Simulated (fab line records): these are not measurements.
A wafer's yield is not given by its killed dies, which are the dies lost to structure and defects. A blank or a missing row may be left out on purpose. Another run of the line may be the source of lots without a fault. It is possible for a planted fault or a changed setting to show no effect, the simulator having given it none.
Which tool did it? || flow gf180mcu || 12 lots, 36 wafers sampled, at 5 steps of a route of 602

WHAT THE GAUGES READ, wafer by wafer
GF_STI_THK_MEAS_22. Usual: STI_OXIDATION_01_THK gives 14.93 nm (standard deviation 0.24).
{"lot": "L695", "measured": "day 2 13:38", "on": "film-metro-02", "STI_OXIDATION_01_THK (nm)": "15.17 15.16 15.24", "flag": ""}
{"lot": "L697", "measured": "day 2 23:17", "on": "film-metro-03", "STI_OXIDATION_01_THK (nm)": "14.76 14.84 14.89", "flag": ""}
{"lot": "L698", "measured": "day 3 04:04", "on": "film-metro-03", "STI_OXIDATION_01_THK (nm)": "15.07 15.02 15.13", "flag": ""}
{"lot": "L702", "measured": "day 4 01:13", "on": "film-metro-01", "STI_OXIDATION_01_THK (nm)": "14.56 14.43 14.54", "flag": ""}
{"lot": "L707", "measured": "day 5 03:56", "on": "film-metro-01", "STI_OXIDATION_01_THK (nm)": "14.61 14.86 14.90", "flag": ""}
{"lot": "L708", "measured": "day 5 09:53", "on": "film-metro-03", "STI_OXIDATION_01_THK (nm)": "14.65 14.97 14.67", "flag": ""}
{"lot": "L709", "measured": "day 5 14:15", "on": "film-metro-01", "STI_OXIDATION_01_THK (nm)": "14.73 14.61 14.89", "flag": ""}
{"lot": "L710", "measured": "day 5 19:01", "on": "film-metro-03", "STI_OXIDATION_01_THK (nm)": "14.97 14.73 15.09", "flag": ""}
{"lot": "L711", "measured": "day 6 00:33", "on": "film-metro-01", "STI_OXIDATION_01_THK (nm)": "14.84 14.66 14.57", "flag": ""}
{"lot": "L713", "measured": "day 6 10:19", "on": "film-metro-01", "STI_OXIDATION_01_THK (nm)": "14.64 14.65 15.10", "flag": ""}
{"lot": "L715", "measured": "day 6 20:45", "on": "film-metro-03", "STI_OXIDATION_01_THK (nm)": "15.04 15.15 14.96", "flag": ""}
{"lot": "L716", "measured": "day 7 03:12", "on": "film-metro-03", "STI_OXIDATION_01_THK (nm)": "15.10 15.14 15.36", "flag": ""}

GF_VT_IMPLANT_OVL_MEAS_40. Usual: VT_IMPLANT_03_OVL gives 0.2 nm (standard deviation 1.4).
{"lot": "L695", "measured": "day 7 23:29", "on": "overlay-01", "VT_IMPLANT_03_OVL (nm)": "1.6 0.3 2.1", "flag": ""}
{"lot": "L697", "measured": "day 8 13:44", "on": "overlay-02", "VT_IMPLANT_03_OVL (nm)": "2.2 0.3 -0.1", "flag": ""}
{"lot": "L698", "measured": "day 8 18:32", "on": "overlay-01", "VT_IMPLANT_03_OVL (nm)": "-0.8 -1.6 -1.8", "flag": ""}
{"lot": "L702", "measured": "day 9 23:49", "on": "overlay-02", "VT_IMPLANT_03_OVL (nm)": "-0.1 0.9 -0.4", "flag": ""}
{"lot": "L707", "measured": "day 11 14:10", "on": "overlay-01", "VT_IMPLANT_03_OVL (nm)": "-0.4 -1.2 0.2", "flag": ""}
{"lot": "L708", "measured": "day 11 17:44", "on": "overlay-02", "VT_IMPLANT_03_OVL (nm)": "-1.9 0.6 -1.6", "flag": ""}
{"lot": "L709", "measured": "day 12 00:16", "on": "overlay-01", "VT_IMPLANT_03_OVL (nm)": "-0.7 0.5 0.1", "flag": ""}
{"lot": "L710", "measured": "day 12 04:32", "on": "overlay-02", "VT_IMPLANT_03_OVL (nm)": "0.7 -1.6 -0.7", "flag": ""}
{"lot": "L711", "measured": "day 12 14:19", "on": "overlay-02", "VT_IMPLANT_03_OVL (nm)": "0.3 0.0 0.4", "flag": ""}
{"lot": "L713", "measured": "day 13 01:58", "on": "overlay-02", "VT_IMPLANT_03_OVL (nm)": "-0.6 -2.4 -2.7", "flag": ""}
{"lot": "L715", "measured": "day 13 14:36", "on": "overlay-01", "VT_IMPLANT_03_OVL (nm)": "0.2 0.8 0.9", "flag": ""}
{"lot": "L716", "measured": "day 13 23:36", "on": "overlay-01", "VT_IMPLANT_03_OVL (nm)": "1.0 -0.6 1.6", "flag": ""}

GF_HV_LDD_OVL_MEAS_20. Usual: HV_LDD_01_OVL gives -1.2 nm (standard deviation 1.6).
{"lot": "L695", "measured": "day 11 07:55", "on": "overlay-02", "HV_LDD_01_OVL (nm)": "-1.7 -1.3 -0.4", "flag": ""}
{"lot": "L697", "measured": "day 12 01:53", "on": "overlay-02", "HV_LDD_01_OVL (nm)": "-1.6 -0.2 0.0", "flag": ""}
{"lot": "L698", "measured": "day 12 02:37", "on": "overlay-02", "HV_LDD_01_OVL (nm)": "-2.1 -1.5 -2.8", "flag": ""}
{"lot": "L702", "measured": "day 13 11:51", "on": "overlay-01", "HV_LDD_01_OVL (nm)": "-2.2 0.2 -3.6", "flag": ""}
{"lot": "L707", "measured": "day 15 06:57", "on": "overlay-02", "HV_LDD_01_OVL (nm)": "-2.2 -3.4 -3.3", "flag": ""}
{"lot": "L708", "measured": "day 15 10:32", "on": "overlay-02", "HV_LDD_01_OVL (nm)": "-0.4 1.0 1.4", "flag": ""}
{"lot": "L709", "measured": "day 15 18:31", "on": "overlay-01", "HV_LDD_01_OVL (nm)": "-0.1 -0.5 -2.1", "flag": ""}
{"lot": "L710", "measured": "day 15 22:07", "on": "overlay-02", "HV_LDD_01_OVL (nm)": "-4.7 -5.1 -4.6", "flag": ""}
{"lot": "L711", "measured": "day 16 09:47", "on": "overlay-02", "HV_LDD_01_OVL (nm)": "-1.7 -1.4 -3.1", "flag": ""}
{"lot": "L713", "measured": "day 16 23:25", "on": "overlay-01", "HV_LDD_01_OVL (nm)": "0.3 0.3 0.1", "flag": ""}
{"lot": "L715", "measured": "day 17 16:01", "on": "overlay-02", "HV_LDD_01_OVL (nm)": "-0.7 -1.0 -0.8", "flag": ""}
{"lot": "L716", "measured": "day 18 01:46", "on": "overlay-02", "HV_LDD_01_OVL (nm)": "0.2 -0.7 -0.5", "flag": ""}

GF_HV_LDD_THK_MEAS_57. Usual: HV_LDD_CVD_56_THK gives 90.1 nm (standard deviation 0.75).
{"lot": "L695", "measured": "day 13 02:53", "on": "film-metro-04", "HV_LDD_CVD_56_THK (nm)": "90.6 90.6 91.0", "flag": ""}
{"lot": "L697", "measured": "day 13 22:23", "on": "film-metro-02", "HV_LDD_CVD_56_THK (nm)": "79.0 86.1 87.9", "flag": "OFF"}
{"lot": "L698", "measured": "day 13 23:50", "on": "film-metro-01", "HV_LDD_CVD_56_THK (nm)": "81.0 83.8 86.8", "flag": "OFF"}
{"lot": "L702", "measured": "day 15 09:45", "on": "film-metro-01", "HV_LDD_CVD_56_THK (nm)": "89.6 89.2 89.1", "flag": ""}
{"lot": "L707", "measured": "day 17 07:30", "on": "film-metro-02", "HV_LDD_CVD_56_THK (nm)": "89.6 89.5 89.6", "flag": ""}
{"lot": "L708", "measured": "day 17 13:02", "on": "film-metro-02", "HV_LDD_CVD_56_THK (nm)": "90.2 89.8 89.7", "flag": ""}
{"lot": "L709", "measured": "day 17 20:29", "on": "film-metro-04", "HV_LDD_CVD_56_THK (nm)": "90.3 89.8 89.3", "flag": ""}
{"lot": "L710", "measured": "day 17 23:26", "on": "film-metro-01", "HV_LDD_CVD_56_THK (nm)": "89.6 90.5 90.3", "flag": ""}
{"lot": "L711", "measured": "day 18 12:05", "on": "film-metro-02", "HV_LDD_CVD_56_THK (nm)": "89.5 89.3 88.9", "flag": ""}
{"lot": "L713", "measured": "day 19 03:08", "on": "film-metro-04", "HV_LDD_CVD_56_THK (nm)": "90.6 90.4 90.7", "flag": ""}
{"lot": "L715", "measured": "day 19 21:33", "on": "film-metro-04", "HV_LDD_CVD_56_THK (nm)": "90.4 90.8 90.9", "flag": ""}
{"lot": "L716", "measured": "day 20 05:39", "on": "film-metro-02", "HV_LDD_CVD_56_THK (nm)": "89.5 90.1 90.1", "flag": ""}

WHAT TOOL EACH LOT RAN ON (gives the tool, then ch and the chambers of the sampled wafers, and finally the start)
{"lot": "L695", "GF_HV_LDD_CVD_56": "lpcvd-01 ch 1, day 13 01:28"}
{"lot": "L697", "GF_HV_LDD_CVD_56": "lpcvd-02 ch 1, day 13 20:58"}
{"lot": "L698", "GF_HV_LDD_CVD_56": "lpcvd-02 ch 1, day 13 22:23"}
{"lot": "L702", "GF_HV_LDD_CVD_56": "lpcvd-01 ch 1, day 15 08:19"}
{"lot": "L707", "GF_HV_LDD_CVD_56": "lpcvd-01 ch 0, day 17 06:04"}
{"lot": "L708", "GF_HV_LDD_CVD_56": "lpcvd-01 ch 0, day 17 10:54"}
{"lot": "L709", "GF_HV_LDD_CVD_56": "lpcvd-01 ch 0, day 17 19:03"}
{"lot": "L710", "GF_HV_LDD_CVD_56": "lpcvd-02 ch 0, day 17 21:59"}
{"lot": "L711", "GF_HV_LDD_CVD_56": "lpcvd-02 ch 1, day 18 10:39"}
{"lot": "L713", "GF_HV_LDD_CVD_56": "lpcvd-02 ch 1, day 19 01:40"}
{"lot": "L715", "GF_HV_LDD_CVD_56": "lpcvd-02 ch 0, day 19 19:23"}
{"lot": "L716", "GF_HV_LDD_CVD_56": "lpcvd-02 ch 1, day 20 04:11"}
- GF_HV_LDD_CVD_56: deposits Si3N4 from DCS/NH3, target thk 90 nm, time 1543 s.

WHAT THE TOOLS THEMSELVES READ (means of the sampled wafers that have a number; where no wafer has one, the mark that the record gives instead)
GF_HV_LDD_CVD_56. Usual: spike-tc-centre-C 771.1 C, standard deviation 1.2; spike-tc-lower-C 770.0 C, standard deviation 1.1; spike-tc-upper-C 768.9 C, standard deviation 0.96; zone-power-centre-pct 12.2 %, standard deviation 0.92; zone-power-top-pct 26.6 %, standard deviation 1.5; zone-power-upper-pct 13.4 %, standard deviation 0.89.
{"lot": "L695", "tool": "lpcvd-01", "spike-tc-centre-C (C)": 771.0, "spike-tc-lower-C (C)": 771.2, "spike-tc-upper-C (C)": 769.5, "zone-power-centre-pct (%)": 12.8, "zone-power-top-pct (%)": 27.1, "zone-power-upper-pct (%)": 12.0, "flag": ""}
{"lot": "L697", "tool": "lpcvd-02", "spike-tc-centre-C (C)": 750.5, "spike-tc-lower-C (C)": 774.0, "spike-tc-upper-C (C)": 771.8, "zone-power-centre-pct (%)": 7.1, "zone-power-top-pct (%)": 27.8, "zone-power-upper-pct (%)": 17.5, "flag": "OFF"}
{"lot": "L698", "tool": "lpcvd-02", "spike-tc-centre-C (C)": 749.4, "spike-tc-lower-C (C)": 773.7, "spike-tc-upper-C (C)": 771.2, "zone-power-centre-pct (%)": 7.1, "zone-power-top-pct (%)": 27.8, "zone-power-upper-pct (%)": 17.5, "flag": "OFF"}
{"lot": "L702", "tool": "lpcvd-01", "spike-tc-centre-C (C)": 770.9, "spike-tc-lower-C (C)": 770.7, "spike-tc-upper-C (C)": 768.1, "zone-power-centre-pct (%)": 12.8, "zone-power-top-pct (%)": 27.2, "zone-power-upper-pct (%)": 11.9, "flag": ""}
{"lot": "L707", "tool": "lpcvd-01", "spike-tc-centre-C (C)": 772.1, "spike-tc-lower-C (C)": 770.1, "spike-tc-upper-C (C)": 769.2, "zone-power-centre-pct (%)": 13.3, "zone-power-top-pct (%)": 25.4, "zone-power-upper-pct (%)": 13.8, "flag": ""}
{"lot": "L708", "tool": "lpcvd-01", "spike-tc-centre-C (C)": 773.3, "spike-tc-lower-C (C)": 770.4, "spike-tc-upper-C (C)": 767.6, "zone-power-centre-pct (%)": 13.3, "zone-power-top-pct (%)": 25.1, "zone-power-upper-pct (%)": 13.6, "flag": ""}
{"lot": "L709", "tool": "lpcvd-01", "spike-tc-centre-C (C)": 772.5, "spike-tc-lower-C (C)": 769.6, "spike-tc-upper-C (C)": 768.3, "zone-power-centre-pct (%)": 13.2, "zone-power-top-pct (%)": 25.2, "zone-power-upper-pct (%)": 13.6, "flag": ""}
{"lot": "L710", "tool": "lpcvd-02", "spike-tc-centre-C (C)": 770.0, "spike-tc-lower-C (C)": 769.7, "spike-tc-upper-C (C)": 768.7, "zone-power-centre-pct (%)": 10.6, "zone-power-top-pct (%)": 25.2, "zone-power-upper-pct (%)": 13.1, "flag": ""}
{"lot": "L711", "tool": "lpcvd-02", "spike-tc-centre-C (C)": 770.3, "spike-tc-lower-C (C)": 770.4, "spike-tc-upper-C (C)": 768.6, "zone-power-centre-pct (%)": 12.2, "zone-power-top-pct (%)": 28.1, "zone-power-upper-pct (%)": 14.5, "flag": ""}
{"lot": "L713", "tool": "lpcvd-02", "spike-tc-centre-C (C)": 771.0, "spike-tc-lower-C (C)": 770.2, "spike-tc-upper-C (C)": 769.6, "zone-power-centre-pct (%)": 12.1, "zone-power-top-pct (%)": 28.3, "zone-power-upper-pct (%)": 14.2, "flag": ""}
{"lot": "L715", "tool": "lpcvd-02", "spike-tc-centre-C (C)": 770.1, "spike-tc-lower-C (C)": 769.6, "spike-tc-upper-C (C)": 770.0, "zone-power-centre-pct (%)": 10.8, "zone-power-top-pct (%)": 25.3, "zone-power-upper-pct (%)": 13.2, "flag": ""}
{"lot": "L716", "tool": "lpcvd-02", "spike-tc-centre-C (C)": 771.0, "spike-tc-lower-C (C)": 769.8, "spike-tc-upper-C (C)": 768.6, "zone-power-centre-pct (%)": 12.3, "zone-power-top-pct (%)": 28.3, "zone-power-upper-pct (%)": 14.1, "flag": ""}

THE ANSWER, worked out from the rows above alone
Rule: lot off if the mean of its wafers having a number is beyond 3 standard deviations from the usual mean. A lot without any number at a reading at which 4 lots or more have one is off too. Where the step has rows for the other lots, those lots are counted as sound. The gauges are gone through in route order, then the tools' own readings, and for those a lot's mean is taken as printed above. At the first step where some lot is off, the reading lying furthest off is the one used; lots without a number count as furthest.
Off: L697, L698, at GF_HV_LDD_THK_MEAS_57 (HV_LDD_CVD_56_THK).
A tool fits if, at a process step before that reading, it ran every lot that is off, and no sound lot after the first of them. The gauges at GF_HV_LDD_THK_MEAS_57 aren't tried: what is off there is off at GF_HV_LDD_CVD_56 too, on other tools, and a gauge's error can't cause that. No candidate that was tried fits.

WHAT WAS PUT IN BY THE SIMULATOR
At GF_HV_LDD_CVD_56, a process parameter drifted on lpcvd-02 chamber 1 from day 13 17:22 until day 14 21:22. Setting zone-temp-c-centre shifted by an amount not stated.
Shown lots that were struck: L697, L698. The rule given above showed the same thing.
